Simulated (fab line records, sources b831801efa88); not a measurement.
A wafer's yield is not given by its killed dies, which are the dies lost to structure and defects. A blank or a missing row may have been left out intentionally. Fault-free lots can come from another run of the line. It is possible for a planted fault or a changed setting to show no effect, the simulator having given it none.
Matching of chambers -- flow sky130 -- 4 sister chambers for SKY_VIA3_CMP_02 on cmp-02
The step polishes SiO2. 16 wafers are shown with their chamber, then 8 later ones without.

WAFERS, EACH WITH ITS CHAMBER
wafer,chamber,motor current A (A),slurry filter dp kPa (kPa)
L912.1,3,10.2,13.59
L912.4,2,11.5,13.69
L912.5,2,11.5,13.66
L913.3,1,13.8,13.62
L913.4,0,11.5,13.33
L913.6,0,11.3,13.49
L915.2,2,12.1,13.66
L915.3,3,9.6,13.52
L915.4,0,11.9,13.38
L918.2,3,10.1,13.54
L918.3,2,11.1,13.50
L918.6,0,11.5,13.54
L924.1,3,10.2,13.56
L924.2,1,13.5,13.48
L924.4,2,10.8,13.36
L928.2,0,11.6,13.76

SIGNATURES (means of the wafers above)
reading,chamber 0,chamber 1,chamber 2,chamber 3,scatter within a chamber
motor current A,11.560,13.650,11.400,10.025,0.347
slurry filter dp kPa,13.5000,13.5500,13.5740,13.5525,0.131
Rule: for a wafer and a chamber, the distance is found by dividing, reading by reading, the gap between the wafer's reading and the chamber's mean by the reading's scatter, squaring, summing and taking the root. If the next closest chamber is less than 2 further off than the closest, the wafer can't be placed; otherwise it belongs to the closest. The scatter is the square root of a quotient: the sum, over the shown wafers, of each reading's squared deviation from its chamber's mean, divided by wafers minus chambers.

WAFERS WITH NO CHAMBER GIVEN
wafer,motor current A (A),slurry filter dp kPa (kPa)
L928.4,13.3,13.78
L928.5,10.0,13.55
L933.1,10.3,13.68
L933.3,11.4,13.35
L933.5,14.0,13.39
L934.2,10.0,13.45
L934.3,11.1,13.75
L934.6,13.7,13.65

EACH ONE'S CHAMBER
wafer,from the rows above,in truth
L928.4,1,1
L928.5,3,3
L933.1,3,3
L933.3,can't be placed: 0 or 2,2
L933.5,1,1
L934.2,3,3
L934.3,can't be placed: 2 or 0 or 3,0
L934.6,1,1
Correct placement for 6 of the 8. Not placeable from these rows: 2 (in 2, the candidates include the true chamber). 0 placed wrongly.
